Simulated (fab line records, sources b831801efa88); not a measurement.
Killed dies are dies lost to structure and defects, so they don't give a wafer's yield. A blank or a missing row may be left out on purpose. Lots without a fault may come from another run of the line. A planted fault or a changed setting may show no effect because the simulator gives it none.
Which tool did it? | flow sky130 | 13 lots, 39 wafers sampled, at 5 steps of a route of 708

WHAT THE GAUGES READ, wafer by wafer
SKY_VT_ADJUST_NCORE_OVL_MEAS_08. Usual: VT_ADJUST_NCORE_OVL 0.3 nm, standard deviation 1.1.
lot  | measured     | on         | VT_ADJUST_NCORE_OVL (nm) | flag
L920 | day 8 20:17  | overlay-02 | 0.8 -0.1 0.4             |
L921 | day 9 00:44  | overlay-02 | 2.0 -0.3 -0.7            |
L922 | day 9 14:41  | overlay-01 | 1.9 1.8 1.8              |
L925 | day 10 11:52 | overlay-01 | -1.3 1.6 -1.6            |
L928 | day 11 07:24 | overlay-02 | 0.5 0.4 -0.3             |
L929 | day 11 17:12 | overlay-01 | 0.6 1.9 1.3              |
L931 | day 12 03:05 | overlay-01 | -0.4 0.8 0.4             |
L933 | day 12 18:20 | overlay-01 | 0.3 2.2 3.2              |
L935 | day 13 06:59 | overlay-02 | 1.9 0.5 1.5              |
L937 | day 13 23:23 | overlay-02 | -1.2 1.7 1.0             |
L940 | day 14 15:38 | overlay-02 | 0.5 -1.2 0.7             |
L941 | day 15 01:08 | overlay-02 | 0.2 -0.5 1.3             |
L942 | day 15 09:59 | overlay-02 | -2.7 1.0 -0.3            |

SKY_GATE_OXIDE_THK_MEAS_02. Usual: GATE_OXIDE_OXIDATION_00_THK 10.23 nm, standard deviation 0.21.
lot  | measured     | on            | GATE_OXIDE_OXIDATION_00_THK (nm) | flag
L920 | day 13 02:11 | film_metro-02 | 10.21 10.25 10.22                |
L921 | day 13 06:29 | film_metro-02 | 10.41 10.49 10.48                |
L922 | day 14 20:52 | film_metro-04 | 10.12 10.20 10.22                |
L925 | day 15 06:27 | film_metro-02 | 10.34 10.51 10.31                |
L928 | day 16 01:44 | film_metro-02 | 10.17 10.21 10.31                |
L929 | day 16 14:16 | film_metro-01 | 10.41 10.23 10.16                |
L931 | day 16 21:22 | film_metro-02 | 10.62 10.52 10.48                |
L933 | day 17 16:34 | film_metro-01 | 9.88 9.96 10.06                  |
L935 | day 18 02:51 | film_metro-01 | 9.81 9.85 9.81                   |
L937 | day 18 20:57 | film_metro-01 | 10.36 10.31 10.18                |
L940 | day 19 14:04 | film_metro-01 | 9.91 9.79 9.93                   |
L941 | day 20 11:17 | film_metro-02 | 10.35 10.51 10.47                |
L942 | day 20 14:27 | film_metro-01 | 10.44 10.32 10.33                |

SKY_GATE_OXIDE_TW_MEAS_14. Usual: GATE_OXIDE_TW 222.3, standard deviation 1.3.
lot  | measured     | on            | GATE_OXIDE_TW     | flag
L920 | day 14 02:11 | film_metro-01 | 222.0 223.1 222.1 |
L921 | day 14 08:17 | film_metro-04 | 224.6 222.1 224.2 |
L922 | day 15 22:34 | film_metro-02 | 221.4 221.3 222.2 |
L925 | day 16 08:43 | film_metro-02 | 222.5 221.9 222.3 |
L928 | day 17 05:05 | film_metro-02 | 219.8 219.9 220.1 |
L929 | day 17 18:35 | film_metro-02 | 221.0 222.1 219.8 |
L931 | day 18 02:29 | film_metro-01 | 220.9 220.5 220.8 |
L933 | day 18 23:15 | film_metro-04 | 224.1 223.9 223.2 |
L935 | day 19 08:29 | film_metro-02 | 378.3 377.0 377.4 | OFF
L937 | day 20 03:43 | film_metro-02 | 378.7 381.0 376.3 | OFF
L940 | day 20 19:10 | film_metro-04 | 223.4 221.5 223.5 |
L941 | day 21 14:05 | film_metro-04 | 222.6 223.2 222.0 |
L942 | day 21 16:54 | film_metro-04 | 222.6 223.7 223.6 |

SKY_POLY_GATE_CD_MEAS_22. Usual: cd_nm 151.1 nm, standard deviation 2.8.
lot  | measured     | on        | cd_nm (nm)        | flag
L920 | day 16 15:41 | cd_sem-02 | 156.4 157.0 151.4 |
L921 | day 16 22:43 | cd_sem-01 | 151.5 150.4 150.2 |
L922 | day 19 03:28 | cd_sem-01 | 149.0 153.5 150.2 |
L925 | day 19 09:02 | cd_sem-01 | 154.3 151.4 149.8 |
L928 | day 21 04:27 | cd_sem-01 | 149.5 148.4 149.3 |
L929 | day 21 06:53 | cd_sem-01 | 154.5 151.1 150.6 |
L931 | day 21 06:53 | cd_sem-02 | 154.9 151.2 146.4 |
L933 | day 21 15:17 | cd_sem-01 | 154.9 149.5 151.0 |
L935 | day 22 05:13 | cd_sem-01 | 152.8 153.9 151.9 |
L937 | day 22 19:38 | cd_sem-01 | 149.4 148.6 149.3 |
L940 | day 23 14:19 | cd_sem-02 | 153.6 147.5 152.8 |
L941 | day 24 08:52 | cd_sem-02 | 147.5 148.3 149.5 |
L942 | day 24 10:05 | cd_sem-01 | 151.2 155.0 154.1 |

WHICH TOOL RAN EACH LOT (tool, then ch and the chambers of the sampled wafers, then the start)
lot  | SKY_GATE_OXIDE_IMPLANT_11
L920 | implanter-01 ch 0, day 14 01:46
L921 | implanter-01 ch 0, day 14 07:58
L922 | implanter-04 ch 0, day 15 22:13
L925 | implanter-01 ch 0, day 16 08:23
L928 | implanter-03 ch 0, day 17 04:46
L929 | implanter-01 ch 0, day 17 18:16
L931 | implanter-01 ch 0, day 18 02:10
L933 | implanter-04 ch 0, day 18 22:55
L935 | implanter-04 ch 0, day 19 08:08
L937 | implanter-04 ch 0, day 20 03:22
L940 | implanter-01 ch 0, day 20 18:48
L941 | implanter-03 ch 0, day 21 13:44
L942 | implanter-03 ch 0, day 21 16:33
- SKY_GATE_OXIDE_IMPLANT_11

WHAT THE TOOLS THEMSELVES READ (means of the sampled wafers that have a number; where no wafer has one, the mark that the record gives instead)
SKY_GATE_OXIDE_IMPLANT_11. Usual: dose_ions_cm2 2.6007e+12, standard deviation 3e+09; end_station_pressure_torr 5e-06 Torr, standard deviation 2.6e-07; faraday_current_uA 14.63, standard deviation 0.27.
lot  | tool         | dose_ions_cm2 | end_station_pressure_torr (Torr) | faraday_current_uA | flag
L920 | implanter-01 | 2.6018e+12    | 5e-06                            | 14.63              |
L921 | implanter-01 | 2.6003e+12    | 5e-06                            | 14.68              |
L922 | implanter-04 | 2.6012e+12    | 5e-06                            | 14.89              |
L925 | implanter-01 | 2.6035e+12    | 5e-06                            | 14.48              |
L928 | implanter-03 | 2.6022e+12    | 5e-06                            | 14.52              |
L929 | implanter-01 | 2.5984e+12    | 5e-06                            | 14.73              |
L931 | implanter-01 | 2.6011e+12    | 5e-06                            | 14.89              |
L933 | implanter-04 | 2.6017e+12    | 5e-06                            | 14.55              |
L935 | implanter-04 | 1.5676e+13    | 5e-06                            | 87.37              | OFF
L937 | implanter-04 | 1.5677e+13    | 5e-06                            | 88.89              | OFF
L940 | implanter-01 | 2.6013e+12    | 5e-06                            | 14.64              |
L941 | implanter-03 | 2.6001e+12    | 5e-06                            | 14.76              |
L942 | implanter-03 | 2.6008e+12    | 5e-06                            | 14.79              |

THE ANSWER, worked out from the rows above alone
Rule: a lot is off if the mean of its wafers that have a number lies more than 3 standard deviations from the usual mean. A lot without any number at a reading at which 4 lots or more have one is off too. The other lots that the step has rows for count as sound. The gauges are gone through in route order, then the tools' own readings, and for those a lot's mean is taken as printed above. The first step at which some lot is off is used, and at that step the reading that is off furthest; a lot without a number counts as furthest.
Off: L935, L937, at SKY_GATE_OXIDE_TW_MEAS_14 (GATE_OXIDE_TW).
A tool fits if, at a process step before that reading, it ran every lot that is off, and no sound lot after the first of them. The gauges at SKY_GATE_OXIDE_TW_MEAS_14 aren't tried: what is off there is off at SKY_GATE_OXIDE_IMPLANT_11 too, on other tools, and a gauge's error can't cause that. One fits: implanter-04 at SKY_GATE_OXIDE_IMPLANT_11. Its last sound lot is L933 (day 18 22:55), its first lot that is off L935 (day 19 08:08): a fault that began between those two fits.
The tool's own readings at SKY_GATE_OXIDE_IMPLANT_11 bear it out: on the lots that are off they differ by more than 5 times the standard deviation of the sound lots' means. dose_ions_cm2 reads 1.5676e+13 there against 2.6011e+12 on the sound lots; faraday_current_uA reads 88.13 there against 14.69 on the sound lots.

WHAT THE SIMULATOR HAD PUT IN
Process parameter drift: implanter-04, from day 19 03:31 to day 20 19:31, at SKY_GATE_OXIDE_IMPLANT_11. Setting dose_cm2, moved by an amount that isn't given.
Lots struck among those shown: L935, L937. The rule above found the same.
